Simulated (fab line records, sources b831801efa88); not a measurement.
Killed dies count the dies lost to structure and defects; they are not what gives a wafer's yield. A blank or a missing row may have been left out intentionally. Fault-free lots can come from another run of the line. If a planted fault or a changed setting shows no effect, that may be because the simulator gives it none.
Which of the tools did it?    flow sky130    Sampling: 12 lots, 36 wafers, 7 of 708 route steps

## WHAT EACH GAUGE READ, for each wafer
SKY_LDD_P_CD_MEAS_07: target cd 380 nm. Usual: cd_nm reads 378.2 nm (standard deviation 2.7).
lot   measured      on         cd_nm (nm)         flag
L307  day 18 15:58  cd_sem-01  378.7 378.9 376.8  
L309  day 19 23:10  cd_sem-02  377.2 376.1 376.0  
L310  day 20 10:23  cd_sem-01  378.8 380.3 381.7  
L311  day 20 13:01  cd_sem-01  374.3 375.0 378.8  
L312  day 21 00:53  cd_sem-02  379.6 376.1 376.9  
L314  day 21 18:07  cd_sem-02  378.1 377.8 381.7  
L317  day 23 05:53  cd_sem-01  379.3 377.4 374.4  
L316  day 23 06:40  cd_sem-02  - - -              OFF
L318  day 23 11:32  cd_sem-02  - - -              OFF
L326  day 26 05:38  cd_sem-01  380.7 380.9 381.5  
L327  day 26 13:55  cd_sem-02  382.4 381.3 379.2  
L328  day 26 14:13  cd_sem-01  382.5 378.5 378.4  

SKY_LDD_HVP_TW_MEAS_10. Usual: LDD_HVP_TW gives 459 (standard deviation 4.9).
lot   measured      on             LDD_HVP_TW   flag
L307  day 21 06:50  film_metro-03  457 458 459  
L309  day 22 12:50  film_metro-04  464 464 464  
L310  day 22 23:59  film_metro-03  460 457 459  
L311  day 23 03:07  film_metro-02  454 454 454  
L312  day 23 15:01  film_metro-03  460 454 456  
L314  day 24 08:41  film_metro-04  462 463 464  
L317  day 25 16:03  film_metro-04  469 466 466  
L316  day 25 17:10  film_metro-03  703 700 702  OFF
L318  day 25 22:58  film_metro-03  701 700 699  OFF
L326  day 28 14:11  film_metro-03  456 455 455  
L327  day 28 22:22  film_metro-03  458 456 453  
L328  day 28 22:40  film_metro-04  465 466 464  

SKY_LDD_LDN_TW_MEAS_13. Usual: LDD_LDN_TW gives 1476 (standard deviation 7.3).
lot   measured      on             LDD_LDN_TW      flag
L307  day 22 13:56  film_metro-02  1469 1469 1482  
L309  day 23 20:20  film_metro-02  1470 1481 1479  
L310  day 24 07:50  film_metro-01  1467 1475 1462  
L311  day 24 10:43  film_metro-01  1465 1467 1470  
L312  day 24 21:59  film_metro-03  1476 1482 1480  
L314  day 25 12:49  film_metro-02  1466 1472 1473  
L317  day 26 21:15  film_metro-02  1468 1470 1480  
L316  day 26 22:28  film_metro-03  1511 1513 1508  OFF
L318  day 27 03:19  film_metro-01  1486 1501 1492  
L326  day 29 18:40  film_metro-01  1486 1475 1483  
L327  day 30 03:05  film_metro-01  1482 1488 1483  
L328  day 30 03:19  film_metro-03  1481 1487 1473  

SKY_LI_CONTACT_BOW_MEAS_03. Usual: LI_CONTACT_BOW gives 55 um (standard deviation 6.7).
lot   measured      on             LI_CONTACT_BOW (um)  flag
L307  day 27 14:23  film_metro-02  48 53 58             
L309  day 28 16:29  film_metro-02  65 50 53             
L310  day 29 22:51  film_metro-01  66 43 52             
L311  day 30 00:01  film_metro-02  45 50 51             
L312  day 29 22:57  film_metro-04  51 51 46             
L314  day 30 09:05  film_metro-04  50 41 62             
L317  day 31 15:55  film_metro-02  55 57 58             
L316  day 31 16:20  film_metro-04  52 46 55             
L318  day 31 23:49  film_metro-02  64 67 63             
L326  day 34 10:32  film_metro-02  54 49 47             
L327  day 34 17:34  film_metro-04  58 47 53             
L328  day 34 20:20  film_metro-02  64 60 61             

SKY_CONTACT_THK_MEAS_01. Usual: CONTACT_CVD_00_THK gives 74.9 nm (standard deviation 0.92).
lot   measured      on             CONTACT_CVD_00_THK (nm)  flag
L307  day 30 01:17  film_metro-03  73.7 75.5 75.8           
L309  day 31 01:52  film_metro-02  74.9 74.4 76.2           
L310  day 32 05:59  film_metro-01  76.6 76.9 76.3           
L311  day 32 08:59  film_metro-03  74.5 74.4 75.5           
L312  day 32 07:49  film_metro-03  74.3 73.9 76.8           
L314  day 32 16:23  film_metro-02  74.3 74.2 75.5           
L317  day 33 23:53  film_metro-01  74.3 75.6 75.2           
L316  day 34 00:34  film_metro-03  74.6 74.2 74.6           
L318  day 34 06:41  film_metro-02  74.7 73.7 75.4           
L326  day 36 18:16  film_metro-02  73.1 74.3 75.6           
L327  day 37 02:25  film_metro-01  73.2 74.3 74.7           
L328  day 37 05:19  film_metro-03  75.1 74.9 75.5           

SKY_CONTACT_BOW_MEAS_05. Usual: CONTACT_BOW gives 80 um (standard deviation 6.9).
lot   measured      on             CONTACT_BOW (um)  flag
L307  day 30 01:46  film_metro-03  72 77 81          
L309  day 31 02:21  film_metro-01  89 75 79          
L310  day 32 06:31  film_metro-03  89 67 75          
L311  day 32 09:28  film_metro-02  71 75 77          
L312  day 32 08:19  film_metro-01  76 76 71          
L314  day 32 16:52  film_metro-03  74 65 85          
L317  day 34 00:23  film_metro-01  80 82 82          
L316  day 34 01:04  film_metro-03  75 68 78          
L318  day 34 07:11  film_metro-01  87 92 86          
L326  day 36 18:46  film_metro-01  78 73 71          
L327  day 37 03:00  film_metro-02  85 74 79          
L328  day 37 05:47  film_metro-01  92 86 87          

## TOOL THAT RAN EACH LOT (tool first, then ch and the chambers of the sampled wafers, then the start)
lot   SKY_LDD_P_COAT_02
L307  litho_track-04 ch 0, day 18 01:04
L309  litho_track-04 ch 0, day 19 06:55
L310  litho_track-04 ch 0, day 19 18:11
L311  litho_track-01 ch 0, day 19 21:34
L312  litho_track-04 ch 0, day 20 09:35
L314  litho_track-01 ch 0, day 21 02:25
L317  litho_track-04 ch 0, day 22 14:38
L316  litho_track-04, day 22 15:34
L318  litho_track-04, day 22 19:59
L326  litho_track-04 ch 0, day 25 14:32
L327  litho_track-04 ch 0, day 25 23:25
L328  litho_track-02 ch 0, day 25 23:34
- SKY_LDD_P_COAT_02: resist thk 1140 nm.

## WHAT THE TOOLS THEMSELVES READ (means of the sampled wafers that have a number; where no wafer has one, the mark that the record gives instead)
SKY_LDD_P_COAT_02. Usual: chill_plate_temp_C 23.00 C, standard deviation 0.11; dispense_pressure_kPa 49.0 kPa, standard deviation 1.2; exhaust_pa 44.9 Pa, standard deviation 0.8.
lot   tool            chill_plate_temp_C (C)  dispense_pressure_kPa (kPa)  exhaust_pa (Pa)  flag
L307  litho_track-04  23.10                   49.6                         43.9             
L309  litho_track-04  23.07                   49.5                         45.6             
L310  litho_track-04  22.99                   49.5                         44.6             
L311  litho_track-01  23.11                   49.7                         44.7             
L312  litho_track-04  22.89                   49.5                         45.1             
L314  litho_track-01  22.97                   49.7                         45.4             
L317  litho_track-04  22.89                   49.5                         45.5             
L316  litho_track-04  -                       -                            -                OFF
L318  litho_track-04  -                       -                            -                OFF
L326  litho_track-04  23.15                   49.5                         45.0             
L327  litho_track-04  22.96                   49.5                         44.9             
L328  litho_track-02  22.86                   46.3                         43.7             

## THE ANSWER, worked out from the rows above alone
Rule: a lot is off if the mean of its wafers that have a number lies more than 3 standard deviations from the usual mean. A lot without any number at a reading at which 4 lots or more have one is off too. Where the step has rows for the other lots, those lots are counted as sound. First the gauges in route order, then the tools' own readings, where a lot's mean is used as printed above. The first step at which some lot is off is used, and at that step the reading that is off furthest; a lot without a number counts as furthest.
Off: L316, L318, at SKY_LDD_P_CD_MEAS_07 (cd_nm). Without a number there: L316, L318.
A tool fits if, at a process step before that reading, it ran every lot that is off, and no sound lot after the first of them. The gauges at SKY_LDD_P_CD_MEAS_07 aren't tried: what is off there is off at SKY_LDD_HVP_TW_MEAS_10 too, on other tools, and a gauge's error can't cause that. Not one of the candidates tried fits.

## WHAT THE SIMULATOR PUT IN
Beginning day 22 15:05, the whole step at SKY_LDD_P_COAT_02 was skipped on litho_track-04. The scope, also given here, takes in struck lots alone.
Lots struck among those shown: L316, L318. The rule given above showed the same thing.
